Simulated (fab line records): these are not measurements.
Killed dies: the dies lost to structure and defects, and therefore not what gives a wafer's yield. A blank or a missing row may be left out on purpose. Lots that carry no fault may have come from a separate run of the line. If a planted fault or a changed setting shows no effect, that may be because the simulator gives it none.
2 desks, one fault / flow sky130 / each desk has only its own numbers; what lay behind them comes last

## DESK OF THE TOOL OWNER: lpcvd-01
The tool's own readings at SKY_POLY_GATE_CVD_00 (deposits poly-Si, target thk 180 nm, time 720 s): means of the sampled wafers that have a number, for each lot that ran on this tool. Any lot whose mean is over 4 standard deviations away from the usual mean is out of limits and marked OUT; that distance is given in the brackets.
Columns: A = spikeTcCentreC at SKY_POLY_GATE_CVD_00, usual 621.4 C; B = spikeTcUpperC at SKY_POLY_GATE_CVD_00, usual 620.5 C; C = zonePowerCentrePct at SKY_POLY_GATE_CVD_00, usual 9.57 %
lot=L551; first seen here=day 14 03:11; A=621.3; B=620.6; C=9.74
lot=L552; first seen here=day 14 13:13; A=621.6; B=621.3; C=9.42
lot=L553; first seen here=day 15 00:19; A=621.3; B=621.0; C=9.69
lot=L554; first seen here=day 15 07:38; A=622.5; B=620.4; C=9.42
lot=L555; first seen here=day 15 07:38; A=620.8; B=620.4; C=9.72
lot=L556; first seen here=day 15 13:20; A=621.2; B=620.5; C=9.42
lot=L558; first seen here=day 16 14:32; A=620.4; B=621.2; C=9.51
lot=L559; first seen here=day 16 15:44; A=621.4; B=620.1; C=9.66
lot=L560; first seen here=day 16 20:25; A=621.6; B=621.1; C=9.72
lot=L563; first seen here=day 18 05:20; A=621.2; B=620.3; C=9.76
lot=L572; first seen here=day 21 08:44; A=621.7; B=620.4; C=9.45
lot=L573; first seen here=day 21 18:38; A=619.5; B=621.0; C=9.68
lot=L574; first seen here=day 22 00:41; A=621.3; B=621.1; C=9.77
Finding of this desk: none of the 13 lots has anything out of limits.

## METROLOGY DESK
What the gauges read for every lot (on any tool): the sampled wafers with a number, averaged. Any lot whose mean is over 4 standard deviations away from the usual mean is out of limits and marked OUT; that distance is given in the brackets.
Columns: A = POLY_GATE_CVD_00_THK at SKY_POLY_GATE_THK_MEAS_01, usual 180.6 nm; B = LOCAL_INTERCONNECT_TIN_THK at SKY_LOCAL_INTERCONNECT_THK_MEAS_02, usual 98.3 nm; C = CONTACT_HDPCVD_THK at SKY_CONTACT_THK_MEAS_03, usual 564 nm
lot=L551; first seen here=day 14 04:24; A=179.6; B=96.8; C=559
lot=L552; first seen here=day 14 14:25; A=181.3; B=97.6; C=561
lot=L553; first seen here=day 15 01:32; A=178.4; B=98.6; C=562
lot=L554; first seen here=day 15 08:50; A=180.3; B=98.7; C=559
lot=L555; first seen here=day 15 08:50; A=179.0; B=99.2; C=562
lot=L556; first seen here=day 15 14:33; A=183.1; B=98.6; C=559
lot=L558; first seen here=day 16 15:45; A=178.5; B=96.7; C=563
lot=L559; first seen here=day 16 16:56; A=181.7; B=97.9; C=555
lot=L560; first seen here=day 16 21:37; A=181.4; B=100.2; C=562
lot=L563; first seen here=day 18 06:34; A=190.0 (+5.5) OUT; B=99.3; C=564
lot=L572; first seen here=day 21 10:34; A=179.4; B=98.6; C=562
lot=L573; first seen here=day 21 19:51; A=178.7; B=97.8; C=560
lot=L574; first seen here=day 22 01:53; A=180.7; B=98.8; C=570
This desk reports L563 out of limits; the earliest was L563 at day 18 06:34 (POLY_GATE_CVD_00_THK at SKY_POLY_GATE_THK_MEAS_01). L551, L552, L553, L554, L555, L556, L558, L559, L560, L572, L573, L574 stayed within limits.

## BROUGHT TOGETHER
On L563, the metrology desk was in a position to raise an alarm at day 18 06:34.
The tool owner's desk saw nothing out of limits.
On record at the tool owner's desk: L563, within its limits.
On lpcvd-01, each named lot ran SKY_POLY_GATE_CVD_00.

## WHAT THE SIMULATOR PUT IN
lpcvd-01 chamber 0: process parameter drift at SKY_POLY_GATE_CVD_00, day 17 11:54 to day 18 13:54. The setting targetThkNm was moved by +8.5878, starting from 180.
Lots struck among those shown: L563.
Per desk, hours elapsed from the start of the fault to the first reading out of limits: for the metrology desk, 19.
